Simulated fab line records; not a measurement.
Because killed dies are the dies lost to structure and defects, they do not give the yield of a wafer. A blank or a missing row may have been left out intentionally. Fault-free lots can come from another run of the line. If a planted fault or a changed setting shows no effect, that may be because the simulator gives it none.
Matching of chambers :: flow gf180mcu :: GF_M5_ETCH_09 on rie-diel-02: 4 sister chambers
The step etches Si3N4 in CF4/O2, target depth 52 nm, time 11.6 s. 8 wafers are shown with their chamber, then 9 later ones without.

## WAFERS PAIRED WITH THEIR CHAMBERS
wafer: L080.3
chamber: 0
drypump-motor-current-A (A): 5.4
oes-product-au (a.u.): 0.998

wafer: L082.3
chamber: 1
drypump-motor-current-A (A): 6.1
oes-product-au (a.u.): 0.984

wafer: L084.1
chamber: 1
drypump-motor-current-A (A): 6.1
oes-product-au (a.u.): 0.993

wafer: L084.2
chamber: 3
drypump-motor-current-A (A): 5.5
oes-product-au (a.u.): 1.006

wafer: L084.6
chamber: 2
drypump-motor-current-A (A): 5.8
oes-product-au (a.u.): 0.989

wafer: L087.1
chamber: 0
drypump-motor-current-A (A): 5.4
oes-product-au (a.u.): 0.986

wafer: L087.2
chamber: 2
drypump-motor-current-A (A): 5.7
oes-product-au (a.u.): 0.995

wafer: L087.3
chamber: 3
drypump-motor-current-A (A): 5.4
oes-product-au (a.u.): 1.016

## WAFERS WITHOUT THEIR CHAMBER
wafer: L087.4
drypump-motor-current-A (A): 6.1
oes-product-au (a.u.): 1.001

wafer: L087.5
drypump-motor-current-A (A): 5.8
oes-product-au (a.u.): 1.000

wafer: L087.6
drypump-motor-current-A (A): 5.5
oes-product-au (a.u.): 1.007

wafer: L088.3
drypump-motor-current-A (A): 6.1
oes-product-au (a.u.): 0.989

wafer: L088.5
drypump-motor-current-A (A): 5.7
oes-product-au (a.u.): 0.984

wafer: L088.6
drypump-motor-current-A (A): 6.1
oes-product-au (a.u.): 0.989

wafer: L095.1
drypump-motor-current-A (A): 5.5
oes-product-au (a.u.): 1.001

wafer: L095.3
drypump-motor-current-A (A): 6.1
oes-product-au (a.u.): 0.994

wafer: L095.5
drypump-motor-current-A (A): 5.7
oes-product-au (a.u.): 1.000

## EACH ONE'S CHAMBER
wafer: L087.4
from the rows above: 1
in truth: 1

wafer: L087.5
from the rows above: 2
in truth: 2

wafer: L087.6
from the rows above: can't be placed: 3 or 0
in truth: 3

wafer: L088.3
from the rows above: 1
in truth: 1

wafer: L088.5
from the rows above: 2
in truth: 2

wafer: L088.6
from the rows above: 1
in truth: 1

wafer: L095.1
from the rows above: can't be placed: 3 or 0
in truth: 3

wafer: L095.3
from the rows above: 1
in truth: 1

wafer: L095.5
from the rows above: 2
in truth: 2
7 of 9 placed correctly. Can't be placed from these rows: 2 (the true chamber is among the candidates in 2). Number placed wrongly: 0.
How it was worked out, from the rows above alone: a wafer's distance from a chamber is the root of the sum, over the readings, of the square of ((its reading less the chamber's mean) divided by the reading's scatter). The wafer belongs to the nearest chamber; if the next one is less than 2 further off, it can't be placed. A chamber's mean is the mean of its shown wafers. The scatter: the root of (the sum of the squares of (reading less its chamber's mean) over the shown wafers, divided by (wafers less chambers)).
